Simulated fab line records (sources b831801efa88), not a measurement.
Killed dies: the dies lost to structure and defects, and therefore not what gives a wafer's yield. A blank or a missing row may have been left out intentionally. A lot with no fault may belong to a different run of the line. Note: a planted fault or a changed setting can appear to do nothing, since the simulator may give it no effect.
The tool behind it: which one?	flow gf180mcu	12 lots with 36 wafers sampled at 6 steps, on a route of 602 steps

== WHAT THE GAUGES SHOWED, per wafer ==
GF_HV_LDD_OVL_MEAS_08.
lot	measured	on	HV_LDD_OVL (nm)
L452	day 10 02:58	overlay-01	0.9 1.6 1.8
L453	day 10 07:45	overlay-02	4.6 2.2 1.4
L455	day 10 23:01	overlay-02	-0.1 1.5 0.3
L459	day 12 05:45	overlay-02	-0.6 -0.7 -0.6
L463	day 13 10:24	overlay-01	0.0 0.8 0.4
L465	day 14 00:34	overlay-02	0.3 -0.8 -1.9
L466	day 14 08:36	overlay-01	-1.0 -0.4 -1.4
L469	day 15 05:15	overlay-01	-0.7 -2.1 0.3
L472	day 16 05:35	overlay-01	3.1 1.3 2.5
L473	day 16 11:35	overlay-02	2.6 2.1 2.2
L474	day 16 21:26	overlay-02	3.1 2.4 1.3
L475	day 17 02:22	overlay-02	4.1 1.0 1.1

GF_HV_LDD_TW_MEAS_11.
lot	measured	on	HV_LDD_TW
L452	day 10 03:16	film-metro-02	2445 2439 2436
L453	day 10 08:02	film-metro-03	2399 2421 2383
L455	day 10 23:19	film-metro-03	2414 2401 2393
L459	day 12 06:02	film-metro-04	2378 2387 2393
L463	day 13 11:05	film-metro-02	2424 2432 2426
L465	day 14 00:50	film-metro-03	2533 2534 2539
L466	day 14 08:53	film-metro-04	2543 2540 2549
L469	day 15 05:32	film-metro-04	2579 2562 2568
L472	day 16 05:52	film-metro-04	2387 2383 2400
L473	day 16 11:52	film-metro-02	2450 2441 2441
L474	day 16 21:44	film-metro-02	2430 2437 2443
L475	day 17 02:40	film-metro-02	2434 2431 2429

GF_HV_LDD_RS_MEAS_53: measurement is done with a four-point probe.
lot	measured	on	HV_LDD_RS (ohm/sq)
L452	day 12 12:09	film-metro-02	417.7 419.0 418.1
L453	day 12 17:20	film-metro-03	417.7 417.3 417.0
L455	day 13 11:08	film-metro-04	418.0 418.3 418.3
L459	day 14 20:29	film-metro-04	419.1 419.0 417.5
L463	day 16 04:11	film-metro-04	419.1 418.3 417.7
L465	day 16 19:45	film-metro-04	414.7 414.5 414.7
L466	day 17 03:40	film-metro-02	413.6 413.7 413.7
L469	day 18 01:52	film-metro-03	413.2 413.0 413.7
L472	day 19 04:01	film-metro-04	419.4 418.7 418.5
L473	day 19 11:27	film-metro-02	416.4 417.3 417.3
L474	day 19 22:15	film-metro-04	418.5 419.6 418.0
L475	day 20 03:42	film-metro-03	418.7 419.1 418.4

== EACH LOT AND THE TOOL THAT RAN IT (in order: tool; ch and the chambers of the sampled wafers; start) ==
lot	GF_VT_IMPLANT_RTA_45	GF_POLY_GATE_ETCH_12	GF_HV_LDD_IMPLANT_09
L452	rtp-anneal-01 ch 0, day 7 14:55	rie-diel-01 ch 1,2, day 9 06:17	implanter-02 ch 0, day 10 03:03
L453	rtp-anneal-02 ch 0, day 7 21:14	rie-diel-01 ch 0,1,2, day 9 12:26	implanter-04 ch 0, day 10 07:48
L455	rtp-anneal-02 ch 0, day 8 10:37	rie-diel-01 ch 0,1,3, day 10 02:42	implanter-04 ch 0, day 10 23:05
L459	rtp-anneal-02 ch 0, day 9 13:43	rie-diel-01 ch 0,2, day 11 07:52	implanter-02 ch 0, day 12 05:48
L463	rtp-anneal-02 ch 0, day 10 17:54	rie-diel-02 ch 2,3, day 12 12:43	implanter-04 ch 0, day 13 10:51
L465	rtp-anneal-02 ch 0, day 11 04:51	rie-diel-02 ch 0,1,2, day 13 02:38	implanter-02 ch 0, day 14 00:35
L466	rtp-anneal-01 ch 0, day 11 13:13	rie-diel-01 ch 2,3, day 13 10:47	implanter-02 ch 0, day 14 08:39
L469	rtp-anneal-02 ch 0, day 12 08:37	rie-diel-02 ch 0,1,3, day 14 06:23	implanter-02 ch 0, day 15 05:18
L472	rtp-anneal-02 ch 0, day 13 06:02	rie-diel-04 ch 1,2,3, day 15 05:38	implanter-01 ch 0, day 16 05:37
L473	rtp-anneal-02 ch 0, day 13 12:54	rie-diel-02 ch 1,3, day 15 11:56	implanter-04 ch 0, day 16 11:37
L474	rtp-anneal-02 ch 0, day 13 20:00	rie-diel-02 ch 1,3, day 15 20:49	implanter-04 ch 0, day 16 21:29
L475	rtp-anneal-01 ch 0, day 14 00:18	rie-diel-02 ch 0,1,2, day 16 01:16	implanter-04 ch 0, day 17 02:26
- GF_VT_IMPLANT_RTA_45: time 32.45 s.
- GF_POLY_GATE_ETCH_12: etches BARC in N2/H2.
- GF_HV_LDD_IMPLANT_09

== AS READ BY THE TOOLS THEMSELVES (means over the sampled wafers that have a number; for cases with no such wafer, the mark the record gives instead) ==
GF_VT_IMPLANT_RTA_45.
lot	tool	lamp-power-pct (%)	wafer_temp_C_max
L452	rtp-anneal-01	34.4	1052.7
L453	rtp-anneal-02	32.8	1053.4
L455	rtp-anneal-02	32.8	1053.8
L459	rtp-anneal-02	32.8	1052.9
L463	rtp-anneal-02	32.8	1053.0
L465	rtp-anneal-02	32.7	1053.1
L466	rtp-anneal-01	34.4	1054.3
L469	rtp-anneal-02	32.8	1054.3
L472	rtp-anneal-02	32.8	1053.0
L473	rtp-anneal-02	32.8	1053.1
L474	rtp-anneal-02	32.8	1053.5
L475	rtp-anneal-01	34.4	1054.8

GF_POLY_GATE_ETCH_12.
lot	tool	drypump-motor-current-A (A)	oes-product-au (a.u.)	throttle-valve-pct (%)
L452	rie-diel-01	5.4	0.730	13.207
L453	rie-diel-01	5.6	0.740	13.213
L455	rie-diel-01	5.8	0.732	13.210
L459	rie-diel-01	5.6	0.744	13.211
L463	rie-diel-02	5.4	0.737	13.219
L465	rie-diel-02	6.0	0.734	13.213
L466	rie-diel-01	5.3	0.732	13.218
L469	rie-diel-02	5.8	0.733	13.220
L472	rie-diel-04	5.8	0.736	13.215
L473	rie-diel-02	5.6	0.736	13.205
L474	rie-diel-02	5.9	0.733	13.214
L475	rie-diel-02	6.0	0.730	13.214

GF_HV_LDD_IMPLANT_09.
lot	tool	beam-energy-keV
L452	implanter-02	40.012
L453	implanter-04	40.016
L455	implanter-04	39.994
L459	implanter-02	39.993
L463	implanter-04	40.007
L465	implanter-02	50.350
L466	implanter-02	50.339
L469	implanter-02	50.341
L472	implanter-01	40.006
L473	implanter-04	39.995
L474	implanter-04	39.997
L475	implanter-04	40.004

== THE ANSWER, worked out from the rows above alone ==
Rule: what is usual is taken from the lots themselves. The widest of any qualifying gaps counts: lots, ordered by their means at a reading, are off when they make up no more than a third of the lots, leave a main group of 4 or more, and stand apart from it by 3 or more times the standard deviation of that group's means. Not used: any main group whose means are identical at the precision the tables above print for the reading. Also off: a lot with no number at a reading for which 4 or more lots have one. Any other lot the step has rows for is counted as sound. First the gauges in route order, then the tools' own readings, where a lot's mean is used as printed above. At the first step where some lot is off, the reading lying furthest off is the one used; lots without a number count as furthest.
Off: L465, L466, L469, seen at GF_HV_LDD_TW_MEAS_11 (HV_LDD_TW). Main group: mean 2418, sd 21.
A tool fits if, at a process step before that reading, it ran every lot that is off, and no sound lot after the first of them. The gauges at GF_HV_LDD_TW_MEAS_11 aren't tried: what is off there is off at GF_HV_LDD_IMPLANT_09 too, on other tools, and a gauge's error can't cause that. One fits: implanter-02 at GF_HV_LDD_IMPLANT_09. A fault onset in the window from L459 (day 12 05:48, its last sound lot) to L465 (day 14 00:35, its first lot off) fits.
The tool's own readings at GF_HV_LDD_IMPLANT_09 bear it out: on the lots that are off they differ by more than 5 times the standard deviation of the sound lots' means. beam-energy-keV reads 50.343 there against 40.003 on the sound lots.

== WHAT THE SIMULATOR HAD INSERTED ==
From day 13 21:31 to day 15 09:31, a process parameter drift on implanter-02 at GF_HV_LDD_IMPLANT_09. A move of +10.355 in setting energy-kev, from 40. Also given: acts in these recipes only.
Shown lots that were struck: L465, L466, L469. The rule given above showed the same thing.
